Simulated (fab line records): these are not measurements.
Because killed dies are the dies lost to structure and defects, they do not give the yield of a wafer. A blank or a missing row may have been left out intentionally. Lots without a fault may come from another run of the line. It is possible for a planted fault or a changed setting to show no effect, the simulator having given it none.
Which tool is to blame? || flow gf180mcu || Sampling: 14 lots, 42 wafers, 2 of 602 route steps

WHAT THE GAUGES SHOWED, per wafer
GF_V2_CD_MEAS_14 targets a cd of 260 nm. Usual: cdNm reads 260.1 nm (standard deviation 1.1).
{"lot": "L261", "measured": "day 20 10:18", "on": "cdSem-01", "cdNm (nm)": "259.4 259.1 259.8", "flag": ""}
{"lot": "L262", "measured": "day 21 03:56", "on": "cdSem-01", "cdNm (nm)": "260.5 260.3 260.9", "flag": ""}
{"lot": "L263", "measured": "day 21 07:43", "on": "cdSem-01", "cdNm (nm)": "259.9 259.8 260.0", "flag": ""}
{"lot": "L264", "measured": "day 21 23:02", "on": "cdSem-01", "cdNm (nm)": "259.0 260.3 260.4", "flag": ""}
{"lot": "L265", "measured": "day 22 01:22", "on": "cdSem-01", "cdNm (nm)": "257.8 257.5 258.1", "flag": ""}
{"lot": "L267", "measured": "day 23 01:26", "on": "cdSem-01", "cdNm (nm)": "260.3 259.6 260.0", "flag": ""}
{"lot": "L268", "measured": "day 23 06:48", "on": "cdSem-02", "cdNm (nm)": "262.3 262.8 262.1", "flag": ""}
{"lot": "L273", "measured": "day 25 02:38", "on": "cdSem-02", "cdNm (nm)": "258.6 258.9 259.1", "flag": ""}
{"lot": "L274", "measured": "day 25 13:39", "on": "cdSem-02", "cdNm (nm)": "262.0 260.3 259.6", "flag": ""}
{"lot": "L275", "measured": "day 25 23:21", "on": "cdSem-02", "cdNm (nm)": "257.6 258.2 258.4", "flag": ""}
{"lot": "L278", "measured": "day 26 21:31", "on": "cdSem-02", "cdNm (nm)": "261.4 260.3 260.6", "flag": ""}
{"lot": "L280", "measured": "day 27 05:06", "on": "cdSem-01", "cdNm (nm)": "261.0 260.5 261.2", "flag": ""}
{"lot": "L281", "measured": "day 27 08:12", "on": "cdSem-02", "cdNm (nm)": "258.8 260.2 259.1", "flag": ""}
{"lot": "L283", "measured": "day 28 01:39", "on": "cdSem-01", "cdNm (nm)": "262.0 260.9 260.5", "flag": ""}

TOOL THAT RAN EACH LOT (tool first, then ch and the chambers of the sampled wafers, then the start)
{"lot": "L261", "GF_V2_CVD_02": "pecvd-02 ch 0,2, day 19 10:15"}
{"lot": "L262", "GF_V2_CVD_02": "pecvd-03 ch 1,2, day 20 03:38"}
{"lot": "L263", "GF_V2_CVD_02": "pecvd-02 ch 0,1, day 20 09:28"}
{"lot": "L264", "GF_V2_CVD_02": "pecvd-04 ch 1,2, day 20 23:28"}
{"lot": "L265", "GF_V2_CVD_02": "pecvd-02 ch 0,1, day 21 00:59"}
{"lot": "L267", "GF_V2_CVD_02": "pecvd-04 ch 1, day 22 02:01"}
{"lot": "L268", "GF_V2_CVD_02": "pecvd-04 ch 0,1,2, day 22 07:13"}
{"lot": "L273", "GF_V2_CVD_02": "pecvd-02 ch 0,1, day 24 04:23"}
{"lot": "L274", "GF_V2_CVD_02": "pecvd-03 ch 1, day 24 15:07"}
{"lot": "L275", "GF_V2_CVD_02": "pecvd-04 ch 0,2, day 25 01:32"}
{"lot": "L278", "GF_V2_CVD_02": "pecvd-03 ch 1,2, day 25 23:45"}
{"lot": "L280", "GF_V2_CVD_02": "pecvd-03 ch 0,1, day 26 07:44"}
{"lot": "L281", "GF_V2_CVD_02": "pecvd-04 ch 0,1,2, day 26 11:20"}
{"lot": "L283", "GF_V2_CVD_02": "pecvd-04 ch 0,1,2, day 27 04:38"}
- GF_V2_CVD_02: deposits SiO2 from TEOS, target thk 850 nm, time 94.851 s.

AS READ BY THE TOOLS THEMSELVES (means over the sampled wafers that have a number; for cases with no such wafer, the mark the record gives instead)
GF_V2_CVD_02. Usual: heaterPowerW reads 689 W (standard deviation 110).
{"lot": "L261", "tool": "pecvd-02", "heaterPowerW (W)": 730, "flag": ""}
{"lot": "L262", "tool": "pecvd-03", "heaterPowerW (W)": 690, "flag": ""}
{"lot": "L263", "tool": "pecvd-02", "heaterPowerW (W)": 661, "flag": ""}
{"lot": "L264", "tool": "pecvd-04", "heaterPowerW (W)": 616, "flag": ""}
{"lot": "L265", "tool": "pecvd-02", "heaterPowerW (W)": 675, "flag": ""}
{"lot": "L267", "tool": "pecvd-04", "heaterPowerW (W)": 793, "flag": ""}
{"lot": "L268", "tool": "pecvd-04", "heaterPowerW (W)": 693, "flag": ""}
{"lot": "L273", "tool": "pecvd-02", "heaterPowerW (W)": 712, "flag": ""}
{"lot": "L274", "tool": "pecvd-03", "heaterPowerW (W)": 751, "flag": ""}
{"lot": "L275", "tool": "pecvd-04", "heaterPowerW (W)": 564, "flag": ""}
{"lot": "L278", "tool": "pecvd-03", "heaterPowerW (W)": 640, "flag": ""}
{"lot": "L280", "tool": "pecvd-03", "heaterPowerW (W)": 744, "flag": ""}
{"lot": "L281", "tool": "pecvd-04", "heaterPowerW (W)": 700, "flag": ""}
{"lot": "L283", "tool": "pecvd-04", "heaterPowerW (W)": 622, "flag": ""}

THE ANSWER, worked out from the rows above alone
Rule: lot off if the mean of its wafers having a number is beyond 3 standard deviations from the usual mean. A lot without any number at a reading at which 4 lots or more have one is off too. All remaining lots with rows at the step are treated as sound. After the gauges, taken in route order, come the tools' own readings; for these a lot's mean is taken, as printed above. At the first step where some lot is off, the reading lying furthest off is the one used; lots without a number count as furthest.
None of the lots is off at any reading shown; this tells nothing.

WHAT THE SIMULATOR HAD INSERTED
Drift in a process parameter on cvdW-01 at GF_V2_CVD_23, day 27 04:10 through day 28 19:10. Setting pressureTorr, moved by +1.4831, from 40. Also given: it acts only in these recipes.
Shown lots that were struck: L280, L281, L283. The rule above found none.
